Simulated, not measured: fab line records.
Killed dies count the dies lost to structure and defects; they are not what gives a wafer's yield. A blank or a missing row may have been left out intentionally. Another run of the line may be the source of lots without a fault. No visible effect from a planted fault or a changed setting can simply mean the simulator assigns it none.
A single fault, viewed from 2 desks + flow sfq-line + what lay behind the numbers comes last; until then each desk has only its own

FROM THE METROLOGY DESK
Means of the sampled wafers that have a number, per lot and without regard to the tool the lot ran on: this is what the gauges read. Marked OUT: a lot whose mean sits more than 4 standard deviations from the usual mean, which makes it out of limits; the brackets give that distance.
Columns: A = I4_BOW at SFQ_I4_BOW_MEAS_927, usual 6 um; B = I4_OVL at SFQ_I4_OVL_MEAS_928, usual -1 nm
| lot  | first seen here | A  | B  |
|------|-----------------|----|----|
| L446 | day 37 09:32    | 1  | -5 |
| L453 | day 40 00:14    | 23 | 2  |
| L459 | day 41 10:43    | 9  | 1  |
| L462 | day 42 10:44    | 7  | -6 |
| L466 | day 43 19:42    | 9  | -5 |
| L467 | day 43 22:44    | 0  | 2  |
Result from this desk: across the 6 lots, nothing is out of limits.

THE TOOL OWNER'S DESK: rie-diel-01
The tool's own readings at SFQ_TRILAYER_I4_VIA_BARC_OPEN_VIA_ETCH_146 (etches BARC in O2, target depth 125 nm, time 41.7 s): means of the sampled wafers that have a number, for each lot that ran on this tool. Marked OUT: a lot whose mean sits more than 4 standard deviations from the usual mean, which makes it out of limits; the brackets give that distance.
Columns: A = chamber-pressure-mTorr at SFQ_TRILAYER_I4_VIA_BARC_OPEN_VIA_ETCH_146, usual 30.000 mTorr; B = drypump-motor-current-A at SFQ_TRILAYER_I4_VIA_BARC_OPEN_VIA_ETCH_146, usual 5.6 A; C = oes-product-au at SFQ_TRILAYER_I4_VIA_BARC_OPEN_VIA_ETCH_146, usual 0.685 a.u.
| lot  | first seen here | A      | B   | C     |
|------|-----------------|--------|-----|-------|
| L453 | day 43 20:18    | 29.943 | 5.9 | 0.686 |
| L459 | day 45 08:18    | 29.994 | 5.7 | 0.689 |
| L462 | day 46 12:04    | 30.034 | 5.9 | 0.681 |
Result from this desk: across the 3 lots, nothing is out of limits.

TAKEN TOGETHER
From the metrology desk's view, nothing was out of limits.
The desk of the tool owner found nothing out of limits.

WHAT HAD BEEN PUT IN BY THE SIMULATOR
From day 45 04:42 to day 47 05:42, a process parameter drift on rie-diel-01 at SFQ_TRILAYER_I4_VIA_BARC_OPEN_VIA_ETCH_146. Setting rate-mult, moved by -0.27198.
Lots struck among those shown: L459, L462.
